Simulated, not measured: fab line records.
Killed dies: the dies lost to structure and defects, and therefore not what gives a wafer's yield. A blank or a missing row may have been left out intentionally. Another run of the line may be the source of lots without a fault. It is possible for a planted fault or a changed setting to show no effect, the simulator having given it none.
Which tool did it? ; flow sfqLine ; 42 wafers from 14 lots sampled at 6 of the route's 325 steps

== WHAT EACH GAUGE READ, for each wafer ==
SFQ_L0_RS_MEAS_901: a four-point-probe measurement.
lot;measured;on;L0_MONX_KI_RS (ohm/sq)
L412;day 1 12:34;filmMetro-04;42.9 43.4 42.8
L414;day 1 22:35;filmMetro-04;42.8 43.3 43.5
L415;day 2 03:34;filmMetro-03;43.7 44.4 44.0
L416;day 2 08:35;filmMetro-04;43.3 43.0 42.9
L417;day 2 13:35;filmMetro-04;44.0 43.1 44.0
L418;day 2 18:37;filmMetro-03;43.5 44.2 43.8
L419;day 2 23:36;filmMetro-04;42.9 43.6 43.1
L420;day 3 04:36;filmMetro-03;44.0 44.5 43.5
L422;day 3 14:36;filmMetro-01;44.3 43.9 43.7
L426;day 4 10:35;filmMetro-03;43.7 44.2 43.6
L430;day 5 06:36;filmMetro-04;43.6 43.3 42.9
L431;day 5 11:34;filmMetro-04;42.9 43.1 43.8
L432;day 5 16:35;filmMetro-01;43.3 43.5 43.0
L435;day 6 07:34;filmMetro-01;43.3 44.2 43.4

SFQ_M0_RS_MEAS_904: a four-point-probe measurement.
lot;measured;on;M0_NB_RS (ohm/sq)
L412;day 4 19:52;filmMetro-02;0.869 0.876 0.866
L414;day 5 07:53;filmMetro-01;0.875 0.883 0.885
L415;day 5 12:40;filmMetro-01;0.903 0.903 0.909
L416;day 5 17:29;filmMetro-02;0.906 0.887 0.890
L417;day 5 21:05;filmMetro-04;0.874 0.894 0.888
L418;day 6 05:32;filmMetro-02;0.875 0.877 0.887
L419;day 6 12:49;filmMetro-02;0.874 0.883 0.873
L420;day 6 16:25;filmMetro-02;0.890 0.908 0.889
L422;day 7 05:37;filmMetro-02;0.759 0.745 0.751 0.759 0.744 0.752
L426;day 8 09:46;filmMetro-02;0.753 0.758 0.745 0.754 0.759 0.746
L430;day 9 13:23;filmMetro-02;0.909 0.902 0.897
L431;day 9 20:32;filmMetro-04;0.875 0.895 0.892
L432;day 10 04:59;filmMetro-04;0.883 0.885 0.880
L435;day 14 17:20;filmMetro-02;0.873 0.864 0.876

SFQ_I0_OVL_MEAS_908.
lot;measured;on;I0_OVL (nm)
L412;day 9 11:08;overlay-02;-8 -2 -5
L414;day 13 15:00;overlay-02;-15 -15 -10
L415;day 14 04:19;overlay-01;-10 -2 -10
L416;day 14 10:20;overlay-01;3 8 15
L417;day 14 18:44;overlay-01;-4 -3 0
L418;day 15 12:56;overlay-02;2 4 4
L419;day 15 23:44;overlay-02;1 -3 4
L420;day 16 10:23;overlay-02;0 2 -2
L422;day 17 10:23;overlay-02;-8 -7 0
L426;day 18 14:11;overlay-02;-5 -14 -6
L430;day 19 13:00;overlay-01;10 2 8
L431;day 19 17:47;overlay-02;7 3 3
L432;day 19 22:35;overlay-02;6 8 4
L435;day 20 23:55;overlay-01;4 9 4

== TOOL THAT RAN EACH LOT (tool first, then ch and the chambers of the sampled wafers, then the start) ==
lot;SFQ_TRILAYER_L0_VIA_STRIP_STRIP_017;SFQ_TRILAYER_M0_DEP_SPUTTER_019;SFQ_TRILAYER_M0_ETCH_METAL_ETCH_024
L412;rieMetal-02 ch 0,1, day 4 18:59;pvdSputter-03, day 4 19:47;rieMetal-01 ch 0,1, day 8 08:13
L414;rieMetal-04 ch 0,1, day 5 06:59;pvdSputter-04, day 5 07:47;rieMetal-01 ch 0,1, day 8 23:49
L415;rieMetal-02 ch 0,1, day 5 11:47;pvdSputter-05, day 5 12:35;rieMetal-01 ch 0,1, day 9 07:01
L416;rieMetal-04 ch 0,1, day 5 16:35;pvdSputter-04, day 5 17:23;rieMetal-01 ch 0,1, day 9 11:49
L417;rieMetal-04 ch 0,1, day 5 20:11;pvdSputter-03, day 5 20:59;rieMetal-01 ch 0,1, day 9 14:13
L418;rieMetal-03 ch 0,1, day 6 04:47;pvdSputter-04, day 6 05:23;rieMetal-01 ch 0,1, day 9 23:52
L419;rieMetal-04 ch 0,1, day 6 12:05;pvdSputter-04, day 6 12:41;rieMetal-04 ch 0,1, day 10 10:49
L420;rieMetal-02 ch 0,1, day 6 15:41;pvdSputter-05, day 6 16:17;rieMetal-03 ch 0,1, day 10 14:25
L422;rieMetal-04 ch 0,1, day 7 04:53;pvdSputter-04, day 7 05:29;rieMetal-04 ch 0,1, day 11 12:44
L426;rieMetal-02 ch 0,1, day 8 08:51;pvdSputter-04, day 8 09:39;rieMetal-03 ch 0,1, day 12 17:29
L430;rieMetal-02 ch 0,1, day 9 12:39;pvdSputter-05, day 9 13:15;rieMetal-01 ch 0,1, day 13 11:40
L431;rieMetal-03 ch 0,1, day 9 19:39;pvdSputter-03, day 9 20:27;rieMetal-04 ch 0,1, day 13 12:49
L432;rieMetal-04 ch 0,1, day 10 04:03;pvdSputter-05, day 10 04:52;rieMetal-04 ch 0,1, day 13 14:01
L435;rieMetal-03 ch 0,1, day 14 16:26;pvdSputter-04, day 14 17:14;rieMetal-03 ch 0,1, day 14 19:52
- SFQ_TRILAYER_L0_VIA_STRIP_STRIP_017: strips in O2.
- SFQ_TRILAYER_M0_DEP_SPUTTER_019: material Nb, target thk 200 nm, time 133.3 s.
- SFQ_TRILAYER_M0_ETCH_METAL_ETCH_024: etches Nb in Cl2/Ar, stops on SiO2, target depth 240 nm, time 120 s.

== AS READ BY THE TOOLS THEMSELVES (means over the sampled wafers that have a number; for cases with no such wafer, the mark the record gives instead) ==
SFQ_TRILAYER_L0_VIA_STRIP_STRIP_017.
lot;tool;drypumpMotorCurrentA (A);oesProductAu (a.u.)
L412;rieMetal-02;5.0;1.002
L414;rieMetal-04;5.2;0.999
L415;rieMetal-02;5.3;0.993
L416;rieMetal-04;5.1;1.009
L417;rieMetal-04;5.2;0.999
L418;rieMetal-03;5.4;1.005
L419;rieMetal-04;5.2;1.009
L420;rieMetal-02;5.4;0.997
L422;rieMetal-04;5.1;1.016
L426;rieMetal-02;5.0;0.995
L430;rieMetal-02;5.0;0.995
L431;rieMetal-03;5.3;1.001
L432;rieMetal-04;5.2;1.013
L435;rieMetal-03;5.4;1.005

SFQ_TRILAYER_M0_DEP_SPUTTER_019.
lot;tool;throttleValvePct (%)
L412;pvdSputter-03;29.5
L414;pvdSputter-04;30.6
L415;pvdSputter-05;29.7
L416;pvdSputter-04;29.8
L417;pvdSputter-03;30.3
L418;pvdSputter-04;30.1
L419;pvdSputter-04;30.5
L420;pvdSputter-05;29.6
L422;pvdSputter-04;29.8
L426;pvdSputter-04;30.5
L430;pvdSputter-05;29.6
L431;pvdSputter-03;30.3
L432;pvdSputter-05;29.4
L435;pvdSputter-04;29.4

SFQ_TRILAYER_M0_ETCH_METAL_ETCH_024.
lot;tool;drypumpMotorCurrentA (A);oesProductAu (a.u.)
L412;rieMetal-01;5.52;0.901
L414;rieMetal-01;5.54;0.899
L415;rieMetal-01;5.67;0.889
L416;rieMetal-01;5.69;0.895
L417;rieMetal-01;5.67;0.897
L418;rieMetal-01;5.70;0.899
L419;rieMetal-04;5.14;0.903
L420;rieMetal-03;5.41;0.892
L422;rieMetal-04;5.13;0.983
L426;rieMetal-03;5.34;0.984
L430;rieMetal-01;5.68;0.883
L431;rieMetal-04;5.15;0.893
L432;rieMetal-04;5.23;0.899
L435;rieMetal-03;5.43;0.908

== THE ANSWER, worked out from the rows above alone ==
Rule: what is usual is taken from the lots themselves. Put in order of their means at a reading, lots are off if they are a third of the lots or fewer, leave a main group of 4 or more, and stand apart from it by a gap of 3 or more times the standard deviation of the main group's means; of several such gaps the widest counts. A main group whose means are all the same, to the digits that the tables above print for the reading, isn't used. A lot without any number at a reading at which 4 lots or more have one is off too. Where the step has rows for the other lots, those lots are counted as sound. The gauges are gone through in route order, then the tools' own readings, and for those a lot's mean is taken as printed above. The first step at which some lot is off is used, and at that step the reading that is off furthest; a lot without a number counts as furthest.
Off: L422, L426, seen at SFQ_M0_RS_MEAS_904 (M0_NB_RS). Mean 0.886 ohm/sq and standard deviation 0.011 in the main group.
If a tool, at a process step before that reading, ran all the lots that are off and no sound lot after the first of them, it fits. Not tried: the gauges at SFQ_M0_RS_MEAS_904; whatever is off there is also off at SFQ_TRILAYER_M0_ETCH_METAL_ETCH_024, on other tools, and gauge error can't account for it. Of those tried, none fits.

== WHAT THE SIMULATOR HAD PUT IN ==
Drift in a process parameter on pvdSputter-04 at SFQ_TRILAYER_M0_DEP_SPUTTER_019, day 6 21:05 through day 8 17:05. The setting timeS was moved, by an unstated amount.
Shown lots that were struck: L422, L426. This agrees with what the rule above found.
